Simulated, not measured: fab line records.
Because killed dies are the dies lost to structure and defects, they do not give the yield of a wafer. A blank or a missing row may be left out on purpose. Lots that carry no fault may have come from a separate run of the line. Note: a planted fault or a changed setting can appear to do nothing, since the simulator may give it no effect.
A struck lot beside a sound one	flow sky130	16 out of 708 route steps
Sound: wafers L868.2, L868.4, L868.5. Struck: wafers L880.4, L880.6 (left out: L880.3, a lot-mate that was not struck); the cause follows at the end.
At each step with rows: each side's tool, then ch and its chambers, then its first start. Under that, the readings that differ: sound wafers	struck wafers	difference of the means	sigmas: that difference in standard deviations of wafers without a fault.
alike: readings with means less than 2 such deviations apart, plus words and numbers identical on both sides. not compared: withheld readings, readings lacking a value on some wafer, bounds such as >300 that could conceal the same value, and numbers that have no deviation in the record and whose values overlap.
Wherever a step has rows on one side only, a row that says differs or no value, or a row with sigmas, the two part there. Non-overlapping numbers with no deviation appear without sigmas and do not part them. A reading missing from all wafers of one side parts the sides only when that side holds two or more wafers.

SKY_SD_N_OVL_MEAS_08:
  sound: overlay-01 at day 29 16:21; struck: overlay-01 at day 33 05:42
  alike: SD_N_OVL
then, 2 steps without rows for these wafers: SKY_SD_N_IMPLANT_09; SKY_SD_N_IMPLANT_10.
SKY_SD_N_STRIP_11: strips in O2/N2.
  sound on plasma asher-01 ch 0,1, day 29 16:41; struck on plasma asher-01 ch 0, day 33 06:04
  alike: drypump motor current A, oes product au, strip time to endpoint s
  not compared: rf hours counter h
SKY_SD_N_TW_MEAS_12:
  sound: film metro-04 at day 29 16:47; struck: film metro-04 at day 33 06:09
  alike: SD_N_TW
then, 1 step without rows for these wafers: SKY_SD_N_CLEAN_13 (cleans in SC1/SC2, time 150 s).
SKY_SD_N_RTA_14: time 2 s.
  sound on rtp anneal-01 ch 0, day 29 16:55; struck on rtp anneal-01 ch 0, day 33 06:15
  alike: lamp power pct, wafer_temp_C_max
SKY_SD_N_RS_MEAS_16: measures by four-point-probe.
  sound: film metro-04 at day 29 17:08; struck: film metro-04 at day 33 06:27
  alike: SD_N_RS
SKY_SD_N_RS_MEAS_17: measures by four-point-probe.
  sound: film metro-04 at day 29 17:16; struck: film metro-04 at day 33 06:34
  alike: SD_P_RS
SKY_SD_N_RS_MEAS_18: measures by four-point-probe.
  sound: film metro-04 at day 29 17:23; struck: film metro-04 at day 33 06:41
  alike: RES_XHIGH_RS
then, 1 step without rows for these wafers: SKY_SALICIDE_CLEAN_00 (cleans in HF-last, time 30 s).
SKY_LI_CONTACT_HDPCVD_00: deposits PSG, target thk 930 nm, time 155 s.
  sound on hdpcvd-01 ch 0,1, day 29 17:30; struck on hdpcvd-01 ch 0,1, day 33 06:47
reading	sound	struck	difference	sigmas
model.PSG_of_LI_CONTACT_HDPCVD_00.thk nm (nm)	933.5 936 932.4	1349 1357	+419	
SKY_LI_CONTACT_THK_MEAS_01:
  sound: film metro-03 at day 29 17:37; struck: film metro-03 at day 33 06:55
reading	sound	struck	difference	sigmas
LI_CONTACT_HDPCVD_THK (nm)	933 936 932	1349 1357	+419	+44
SKY_LI_CONTACT_CMP_02: polishes PSG.
  sound on cmp-01 ch 0,3, day 29 17:43; struck on cmp-02 ch 0, day 33 06:57
reading	sound	struck	difference	sigmas
time to endpoint s (s)	31.8 32.8 28.9	65.6 69.8	+36.5	+13
  alike: motor current A
SKY_LI_CONTACT_BOW_MEAS_03:
  sound: film metro-03 at day 29 17:59; struck: film metro-03 at day 33 07:17
  alike: LI_CONTACT_BOW
SKY_PAD_OPEN_PROBE_99:
  sound wafers here have rows in the record (prober-02, day 47 02:20); struck ones have none

WHERE THEY PART
At SKY_LI_CONTACT_THK_MEAS_01 first; at SKY_PAD_OPEN_PROBE_99 last (within this record only).

WHY: whatever the simulator had introduced
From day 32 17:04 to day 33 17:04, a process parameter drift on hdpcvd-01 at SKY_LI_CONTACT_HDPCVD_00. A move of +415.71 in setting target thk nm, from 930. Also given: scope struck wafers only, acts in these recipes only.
